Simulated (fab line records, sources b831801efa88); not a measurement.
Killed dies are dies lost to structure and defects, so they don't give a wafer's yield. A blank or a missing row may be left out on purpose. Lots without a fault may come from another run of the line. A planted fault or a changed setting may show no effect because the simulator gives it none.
Which tool did it? | flow gf180mcu | 14 lots, 42 wafers sampled, at 4 steps of a route of 602

WHAT THE GAUGES READ, wafer by wafer
GF_HV_LDD_CD_MEAS_07: target cd 400 nm. Usual: cd_nm 399.8 nm, standard deviation 2.6.
lot  | measured     | on        | cd_nm (nm)        | flag
L442 | day 10 00:35 | cd_sem-02 | 402.6 403.2 403.9 |
L444 | day 10 21:57 | cd_sem-02 | 399.7 399.7 398.5 |
L445 | day 11 00:43 | cd_sem-01 | 401.9 400.9 401.9 |
L452 | day 13 04:47 | cd_sem-02 | 401.4 402.3 402.3 |
L453 | day 13 07:46 | cd_sem-01 | 402.6 402.4 403.3 |
L455 | day 14 01:37 | cd_sem-02 | 398.5 398.3 398.7 |
L457 | day 14 19:44 | cd_sem-01 | 400.4 399.7 401.2 |
L458 | day 14 21:12 | cd_sem-02 | 398.2 396.3 401.5 |
L460 | day 15 20:01 | cd_sem-01 | 399.7 399.5 398.6 |
L461 | day 16 07:16 | cd_sem-01 | 403.9 404.0 401.1 |
L462 | day 16 09:49 | cd_sem-02 | 393.8 393.6 394.5 |
L463 | day 16 14:44 | cd_sem-01 | 397.9 397.9 397.5 |
L464 | day 17 04:13 | cd_sem-02 | 398.9 398.4 398.4 |
L465 | day 17 14:16 | cd_sem-01 | 395.6 399.0 398.1 |

GF_HV_LDD_OVL_MEAS_32. Usual: HV_LDD_02_OVL 1.5 nm, standard deviation 1.3.
lot  | measured     | on         | HV_LDD_02_OVL (nm) | flag
L442 | day 11 14:14 | overlay-02 | 1.6 0.9 0.8        |
L444 | day 12 12:57 | overlay-02 | -0.9 -1.7 -1.6     |
L445 | day 12 15:29 | overlay-02 | 2.2 1.5 1.0        |
L452 | day 14 23:04 | overlay-01 | 0.1 -0.9 1.3       |
L453 | day 15 02:00 | overlay-02 | 3.3 1.7 1.9        |
L455 | day 15 20:45 | overlay-02 | 2.1 1.0 1.7        |
L457 | day 16 15:33 | overlay-01 | 0.8 2.0 2.1        |
L458 | day 16 16:40 | overlay-01 | 0.8 1.8 3.1        |
L460 | day 17 19:08 | overlay-02 | 0.8 1.4 2.3        |
L461 | day 18 05:49 | overlay-02 | 0.3 -0.9 1.0       |
L462 | day 18 09:19 | overlay-01 | 2.8 1.2 2.9        |
L463 | day 18 14:08 | overlay-01 | 2.6 0.9 2.9        |
L464 | day 19 04:35 | overlay-02 | 5.5 4.6 3.3        |
L465 | day 19 15:11 | overlay-01 | 1.5 -0.4 2.4       |

GF_HV_LDD_CD_MEAS_46: target cd 400 nm. Usual: cd_nm 399.5 nm, standard deviation 2.1.
lot  | measured     | on        | cd_nm (nm)        | flag
L442 | day 12 09:27 | cd_sem-02 | 404.7 400.0 401.0 |
L444 | day 13 10:05 | cd_sem-02 | 399.6 401.0 402.8 |
L445 | day 13 12:41 | cd_sem-02 | 400.8 400.6 400.5 |
L452 | day 15 23:10 | cd_sem-01 | 398.1 398.9 398.1 |
L453 | day 15 23:30 | cd_sem-01 | 400.5 402.1 399.6 |
L455 | day 16 19:53 | cd_sem-01 | 400.1 398.1 399.4 |
L457 | day 17 15:14 | cd_sem-01 | 401.1 401.7 400.5 |
L458 | day 17 15:31 | cd_sem-02 | 396.0 397.3 397.5 |
L460 | day 18 19:34 | cd_sem-01 | 401.9 401.6 404.2 |
L461 | day 19 07:07 | cd_sem-01 | 398.4 400.6 399.3 |
L462 | day 19 09:48 | cd_sem-01 | 400.7 402.0 402.6 |
L463 | day 19 15:23 | cd_sem-02 | 401.0 399.3 400.0 |
L464 | day 20 05:55 | cd_sem-02 | 401.0 400.0 401.7 |
L465 | day 20 16:40 | cd_sem-02 | 397.2 397.0 396.3 |

WHICH TOOL RAN EACH LOT (tool, then ch and the chambers of the sampled wafers, then the start)
lot  | GF_HV_LDD_SOFTBAKE_42
L442 | litho_track-02 ch 0, day 12 00:18
L444 | litho_track-03 ch 0, day 12 23:34
L445 | litho_track-01 ch 0, day 13 02:50
L452 | litho_track-02 ch 0, day 15 12:26
L453 | litho_track-02 ch 0, day 15 13:03
L455 | litho_track-03 ch 0, day 16 08:28
L457 | litho_track-03 ch 0, day 17 03:56
L458 | litho_track-03 ch 0, day 17 04:31
L460 | litho_track-01 ch 0, day 18 07:30
L461 | litho_track-02 ch 0, day 18 18:07
L462 | litho_track-01 ch 0, day 18 21:36
L463 | litho_track-03 ch 0, day 19 03:23
L464 | litho_track-01 ch 0, day 19 17:47
L465 | litho_track-01 ch 0, day 20 04:23
- GF_HV_LDD_SOFTBAKE_42: time 60 s.

WHAT THE TOOLS THEMSELVES READ (means of the sampled wafers that have a number; where no wafer has one, the mark that the record gives instead)
GF_HV_LDD_SOFTBAKE_42. Usual: run_length_s 89.15 s, standard deviation 0.14.
lot  | tool           | run_length_s (s) | flag
L442 | litho_track-02 | 89.24            |
L444 | litho_track-03 | 89.01            |
L445 | litho_track-01 | 89.16            |
L452 | litho_track-02 | 90.40            | OFF
L453 | litho_track-02 | 89.88            | OFF
L455 | litho_track-03 | 88.99            |
L457 | litho_track-03 | 89.02            |
L458 | litho_track-03 | 88.99            |
L460 | litho_track-01 | 89.14            |
L461 | litho_track-02 | 89.07            |
L462 | litho_track-01 | 89.17            |
L463 | litho_track-03 | 88.90            |
L464 | litho_track-01 | 89.12            |
L465 | litho_track-01 | 89.17            |

THE ANSWER, worked out from the rows above alone
Rule: a lot is off if the mean of its wafers that have a number lies more than 3 standard deviations from the usual mean. A lot without any number at a reading at which 4 lots or more have one is off too. The other lots that the step has rows for count as sound. The gauges are gone through in route order, then the tools' own readings, and for those a lot's mean is taken as printed above. The first step at which some lot is off is used, and at that step the reading that is off furthest; a lot without a number counts as furthest.
Off: L452, L453, at GF_HV_LDD_SOFTBAKE_42 (run_length_s).
A tool fits if, at that step or a process step before it, it ran every lot that is off, and no sound lot after the first of them. None of those tried fits.

WHAT THE SIMULATOR HAD PUT IN
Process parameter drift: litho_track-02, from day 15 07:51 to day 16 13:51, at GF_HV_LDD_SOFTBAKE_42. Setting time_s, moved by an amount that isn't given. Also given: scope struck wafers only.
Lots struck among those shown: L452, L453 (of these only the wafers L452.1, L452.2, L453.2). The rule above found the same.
